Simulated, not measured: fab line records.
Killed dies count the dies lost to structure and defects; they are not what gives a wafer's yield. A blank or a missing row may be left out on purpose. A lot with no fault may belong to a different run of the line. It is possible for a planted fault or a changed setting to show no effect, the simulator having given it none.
2 desks looking at one fault || flow sky130 || each desk holds nothing but its own numbers, with what lay behind them at the end

AT THE TOOL OWNER'S DESK: lpcvd-02
The tool's own readings at SKY_SONOS_ONO_CVD_02 (deposits Si3N4 from DCS/NH3, target thk 10.5 nm, time 180 s): means of the sampled wafers that have a number, for each lot that ran on this tool. Marked OUT: a lot whose mean sits more than 4 standard deviations from the usual mean, which makes it out of limits; the brackets give that distance.
Columns: A = spikeTcBottomC at SKY_SONOS_ONO_CVD_02, usual 791.5 C; B = spikeTcCentreC at SKY_SONOS_ONO_CVD_02, usual 770.0 C; C = spikeTcLowerC at SKY_SONOS_ONO_CVD_02, usual 770.4 C; D = spikeTcTopC at SKY_SONOS_ONO_CVD_02, usual 782.5 C; E = spikeTcUpperC at SKY_SONOS_ONO_CVD_02, usual 770.6 C; F = susceptorTempC at SKY_SONOS_ONO_CVD_02, usual 770.1 C
{"lot": "L357", "first seen here": "day 11 10:02", "A": 791.6, "B": 771.7, "C": 769.9, "D": 778.9, "E": 771.2, "F": 770.3}
{"lot": "L359", "first seen here": "day 11 23:08", "A": 790.9, "B": 769.2, "C": 770.3, "D": 784.0, "E": 771.0, "F": 770.4}
{"lot": "L360", "first seen here": "day 12 08:12", "A": 792.0, "B": 769.0, "C": 769.4, "D": 785.0, "E": 769.1, "F": 769.9}
{"lot": "L361", "first seen here": "day 12 18:30", "A": 791.0, "B": 769.8, "C": 770.3, "D": 778.9, "E": 770.7, "F": 770.0}
{"lot": "L362", "first seen here": "day 12 21:20", "A": 791.2, "B": 768.6, "C": 771.0, "D": 784.9, "E": 769.3, "F": 769.8}
{"lot": "L364", "first seen here": "day 13 12:49", "A": 792.6, "B": 769.1, "C": 771.6, "D": 784.8, "E": 770.0, "F": 770.3}
{"lot": "L366", "first seen here": "day 14 04:56", "A": 791.2, "B": 769.2, "C": 771.7, "D": 785.5, "E": 770.2, "F": 770.1}
{"lot": "L368", "first seen here": "day 15 03:18", "A": 791.3, "B": 770.3, "C": 771.2, "D": 785.0, "E": 770.8, "F": 769.8}
{"lot": "L369", "first seen here": "day 15 12:29", "A": 791.7, "B": 770.5, "C": 770.4, "D": 779.3, "E": 771.7, "F": 769.9}
{"lot": "L370", "first seen here": "day 15 17:29", "A": 791.4, "B": 769.5, "C": 769.8, "D": 785.1, "E": 770.1, "F": 770.5}
{"lot": "L373", "first seen here": "day 16 16:31", "A": "813.2 (+22) OUT", "B": "790.9 (+19) OUT", "C": "790.0 (+20) OUT", "D": "797.9 (+5.3) OUT", "E": "792.4 (+20) OUT", "F": "790.4 (+52) OUT"}
{"lot": "L374", "first seen here": "day 16 23:36", "A": "812.3 (+21) OUT", "B": "790.1 (+18) OUT", "C": "791.5 (+21) OUT", "D": "798.6 (+5.6) OUT", "E": "792.2 (+20) OUT", "F": "791.0 (+54) OUT"}
This desk's verdict: out of limits on L373, L374, starting with L373 at day 16 16:31 (spikeTcBottomC at SKY_SONOS_ONO_CVD_02). Within limits: L357, L359, L360, L361, L362, L364, L366, L368, L369, L370.

METROLOGY DESK
Means of the sampled wafers that have a number, per lot and without regard to the tool the lot ran on: this is what the gauges read. Marked OUT: a lot whose mean sits more than 4 standard deviations from the usual mean, which makes it out of limits; the brackets give that distance.
Columns: A = FIELD_ISO_CVD_03_THK at SKY_FIELD_ISO_THK_MEAS_04, usual 164.3 nm; B = cdNm at SKY_FIELD_ISO_CD_MEAS_13, usual 150.0 nm; C = SONOS_ONO_CVD_02_THK at SKY_SONOS_ONO_THK_MEAS_03, usual 10.46 nm; D = POLY_CUT_OVL at SKY_POLY_CUT_OVL_MEAS_09, usual -2 nm
{"lot": "L357", "first seen here": "day 1 13:31", "A": 165.6, "B": 149.0, "C": 10.55, "D": -1}
{"lot": "L359", "first seen here": "day 2 02:05", "A": 165.4, "B": 152.8, "C": 10.88, "D": -3}
{"lot": "L360", "first seen here": "day 2 06:18", "A": 165.1, "B": 149.2, "C": 10.67, "D": 2}
{"lot": "L361", "first seen here": "day 2 10:43", "A": 164.1, "B": 152.4, "C": 10.50, "D": -6}
{"lot": "L362", "first seen here": "day 2 15:02", "A": 164.5, "B": 152.8, "C": 10.52, "D": 2}
{"lot": "L364", "first seen here": "day 3 01:07", "A": 163.2, "B": 150.3, "C": 10.30, "D": -5}
{"lot": "L366", "first seen here": "day 3 10:59", "A": 165.6, "B": 149.7, "C": 10.42, "D": 2}
{"lot": "L368", "first seen here": "day 3 20:29", "A": 166.0, "B": 149.4, "C": 10.57, "D": 0}
{"lot": "L369", "first seen here": "day 4 04:08", "A": 163.3, "B": 151.3, "C": 10.52, "D": 5}
{"lot": "L370", "first seen here": "day 4 09:32", "A": 163.9, "B": 148.7, "C": 10.44, "D": -3}
{"lot": "L373", "first seen here": "day 4 21:29", "A": 162.3, "B": 148.2, "C": "15.32 (+35) OUT", "D": -5}
{"lot": "L374", "first seen here": "day 5 04:36", "A": 164.0, "B": 148.8, "C": "15.19 (+34) OUT", "D": -3}
This desk reports L373, L374 out of limits; the earliest was L373 at day 16 17:34 (SONOS_ONO_CVD_02_THK at SKY_SONOS_ONO_THK_MEAS_03). Within limits: L357, L359, L360, L361, L362, L364, L366, L368, L369, L370.

PUT TOGETHER
An alarm could have come from the tool owner's desk at day 16 16:31, on L373, L374.
At day 16 17:34 the metrology desk could have sounded an alarm, on L373, L374.
All the named lots went through SKY_SONOS_ONO_CVD_02 on lpcvd-02.

WHAT THE SIMULATOR PUT IN
lpcvd-02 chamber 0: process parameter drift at SKY_SONOS_ONO_CVD_02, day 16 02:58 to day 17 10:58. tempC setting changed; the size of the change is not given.
Lots struck among those shown: L373, L374.
Hours from the fault's start to each desk's first reading out of limits: the tool owner's desk, 14; the metrology desk, 15.
